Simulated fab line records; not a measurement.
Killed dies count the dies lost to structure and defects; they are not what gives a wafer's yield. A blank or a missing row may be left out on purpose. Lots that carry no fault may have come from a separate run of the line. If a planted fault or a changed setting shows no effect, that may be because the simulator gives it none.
2 desks, one fault + flow sky130 + only its own numbers are on each desk; what lay behind them is given at the end

## AT THE METROLOGY DESK
Means of the sampled wafers that have a number, per lot and without regard to the tool the lot ran on: this is what the gauges read. If a lot's mean is further than 4 standard deviations from the usual mean, the lot is out of limits and carries the mark OUT (the distance appears in the brackets). 7 of its 12 readings are shown, namely those furthest out on some lot.
Columns: A = cd nm at SKY_SD_P_CD_MEAS_07, usual 379.6 nm; B = SD_P_OVL at SKY_SD_P_OVL_MEAS_08, usual -1.0 nm; C = SD_P_TW at SKY_SD_P_TW_MEAS_11, usual 2852; D = RES_XHIGH_TW at SKY_RES_XHIGH_TW_MEAS_09, usual 1652; E = SD_N_TW at SKY_SD_N_TW_MEAS_12, usual 4012; F = SD_P_RS at SKY_SD_N_RS_MEAS_17, usual 147.0 ohm/sq; G = RES_XHIGH_RS at SKY_SD_N_RS_MEAS_18, usual 332.9 ohm/sq
| lot  | first seen here | A     | B    | C    | D    | E    | F     | G     |
|------|-----------------|-------|------|------|------|------|-------|-------|
| L186 | day 27 00:35    | 375.5 | -1.9 | 2870 | 1645 | 4000 | 146.9 | 332.7 |
| L189 | day 27 23:01    | 379.2 | -0.9 | 2850 | 1650 | 4014 | 146.7 | 334.2 |
| L191 | day 28 17:04    | 380.2 | 0.5  | 2844 | 1668 | 3996 | 146.9 | 334.3 |
| L195 | day 30 02:24    | 384.4 | 0.9  | 2834 | 1658 | 4000 | 146.6 | 333.5 |
| L204 | day 32 20:01    | 380.0 | -1.8 | 2869 | 1640 | 3990 | 147.1 | 334.4 |
| L207 | day 33 18:22    | 377.0 | -0.7 | 2825 | 1666 | 4044 | 147.1 | 332.3 |
Finding of this desk: none of the 6 lots has anything out of limits.

## FOR THE TOOL OWNER'S DESK: implanter-01
SKY_RES_XHIGH_IMPLANT_07, tool's own readings: per-lot mean of the sampled wafers with a number, covering each lot this tool ran. If a lot's mean is further than 4 standard deviations from the usual mean, the lot is out of limits and carries the mark OUT (the distance appears in the brackets).
Columns: A = tilt deg at SKY_RES_XHIGH_IMPLANT_07, usual -0.002 degrees
| lot  | first seen here | A      |
|------|-----------------|--------|
| L189 | day 29 04:20    | -0.025 |
| L191 | day 29 22:17    | 0.001  |
| L195 | day 31 07:12    | -0.009 |
| L207 | day 34 23:50    | -0.028 |
Finding of this desk: none of the 4 lots has anything out of limits.

## PUT TOGETHER
From the metrology desk's view, nothing was out of limits.
Nothing out of limits was seen by the tool owner's desk.

## WHAT WAS PUT IN BY THE SIMULATOR
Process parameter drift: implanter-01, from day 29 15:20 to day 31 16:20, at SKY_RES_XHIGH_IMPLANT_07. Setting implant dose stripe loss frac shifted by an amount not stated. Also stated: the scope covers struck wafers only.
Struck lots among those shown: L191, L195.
